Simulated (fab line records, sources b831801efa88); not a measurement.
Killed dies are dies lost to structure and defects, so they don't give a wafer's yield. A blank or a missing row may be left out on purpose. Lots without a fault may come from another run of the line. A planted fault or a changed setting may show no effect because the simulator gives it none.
Which tool did it? | flow sfq_line | 16 lots, 47 wafers sampled, at 2 steps of a route of 325

WHAT THE GAUGES READ, wafer by wafer
SFQ_I6_OVL_MEAS_942. Usual: I6_OVL 0 nm, standard deviation 5.6.
lot  | measured     | on         | I6_OVL (nm) | flag
L967 | day 78 03:58 | overlay-02 | -6 -4 -9    |
L968 | day 78 06:22 | overlay-02 | 5 0 1       |
L969 | day 78 08:17 | overlay-01 | -5 -6 -5    |
L970 | day 78 10:16 | overlay-01 | 1 -1 1      |
L971 | day 78 17:08 | overlay-01 | 5 -2 1      |
L972 | day 78 23:07 | overlay-02 | 13 4 8      |
L973 | day 79 04:16 | overlay-01 | -2 -10 -7   |
L974 | day 79 11:08 | overlay-02 | 2 4 3       |
L977 | day 80 03:35 | overlay-02 | -7 -10 -4   |
L980 | day 80 18:53 | overlay-01 | -3 5        |
L981 | day 82 17:05 | overlay-01 | -3 -7 -14   |
L982 | day 82 18:17 | overlay-01 | 1 -4 -1     |
L983 | day 82 21:53 | overlay-01 | 6 9 8       |
L987 | day 89 01:38 | overlay-01 | 4 -4 4      |
L988 | day 90 07:07 | overlay-02 | 5 6 5       |
L989 | day 90 08:19 | overlay-02 | 8 2 13      |

WHICH TOOL RAN EACH LOT (tool, then ch and the chambers of the sampled wafers, then the start)
lot  | SFQ_TRILAYER_R5_STRIP_STRIP_140
L967 | rie_metal-02 ch 0,1, day 75 16:59
L968 | rie_metal-03 ch 0,1, day 76 02:35
L969 | rie_metal-04 ch 1, day 76 03:55
L970 | rie_metal-03 ch 0, day 76 07:23
L971 | rie_metal-03 ch 0,1, day 76 13:31
L972 | rie_metal-04 ch 0,1, day 77 00:07
L973 | rie_metal-02 ch 0,1, day 77 02:31
L974 | rie_metal-03 ch 0,1, day 78 08:16
L977 | rie_metal-03 ch 0,1, day 79 07:04
L980 | rie_metal-04 ch 0,1, day 79 21:16
L981 | rie_metal-02 ch 0,1, day 80 23:40
L982 | rie_metal-04 ch 0,1, day 81 02:04
L983 | rie_metal-04 ch 0,1, day 81 05:52
L987 | rie_metal-03 ch 0,1, day 81 14:16
L988 | rie_metal-02 ch 0,1, day 81 15:16
L989 | rie_metal-03 ch 0,1, day 81 16:28
- SFQ_TRILAYER_R5_STRIP_STRIP_140: strips in O2.

WHAT THE TOOLS THEMSELVES READ (means of the sampled wafers that have a number; where no wafer has one, the mark that the record gives instead)
SFQ_TRILAYER_R5_STRIP_STRIP_140. Usual: drypump_motor_current_A 5.7 A, standard deviation 0.53; he_backside_leak_sccm 3.55 sccm, standard deviation 0.22; oes_product_au 0.998 a.u., standard deviation 0.0077.
lot  | tool         | drypump_motor_current_A (A) | he_backside_leak_sccm (sccm) | oes_product_au (a.u.) | flag
L967 | rie_metal-02 | 6.1                         | 3.81                         | 1.002                 |
L968 | rie_metal-03 | 5.0                         | 3.63                         | 0.996                 |
L969 | rie_metal-04 | 6.2                         | 3.54                         | 0.999                 |
L970 | rie_metal-03 | 5.6                         | 3.66                         | 0.989                 |
L971 | rie_metal-03 | 5.0                         | 3.51                         | 0.993                 |
L972 | rie_metal-04 | 6.0                         | 3.34                         | 0.999                 |
L973 | rie_metal-02 | 6.2                         | 3.58                         | 1.002                 |
L974 | rie_metal-03 | 5.1                         | 3.54                         | 0.988                 |
L977 | rie_metal-03 | 5.4                         | 3.56                         | 0.992                 |
L980 | rie_metal-04 | 5.9                         | 3.37                         | 1.006                 |
L981 | rie_metal-02 | 6.1                         | 3.76                         | 1.007                 |
L982 | rie_metal-04 | 6.0                         | 3.47                         | 1.011                 |
L983 | rie_metal-04 | 6.0                         | 3.33                         | 1.002                 |
L987 | rie_metal-03 | 5.3                         | 3.63                         | 0.988                 |
L988 | rie_metal-02 | 6.2                         | 3.89                         | 0.998                 |
L989 | rie_metal-03 | 5.3                         | 3.52                         | 0.996                 |

THE ANSWER, worked out from the rows above alone
Rule: a lot is off if the mean of its wafers that have a number lies more than 3 standard deviations from the usual mean. A lot without any number at a reading at which 4 lots or more have one is off too. The other lots that the step has rows for count as sound. The gauges are gone through in route order, then the tools' own readings, and for those a lot's mean is taken as printed above. The first step at which some lot is off is used, and at that step the reading that is off furthest; a lot without a number counts as furthest.
No lot is off at any reading shown: from this, nothing can be told.

WHAT THE SIMULATOR HAD PUT IN
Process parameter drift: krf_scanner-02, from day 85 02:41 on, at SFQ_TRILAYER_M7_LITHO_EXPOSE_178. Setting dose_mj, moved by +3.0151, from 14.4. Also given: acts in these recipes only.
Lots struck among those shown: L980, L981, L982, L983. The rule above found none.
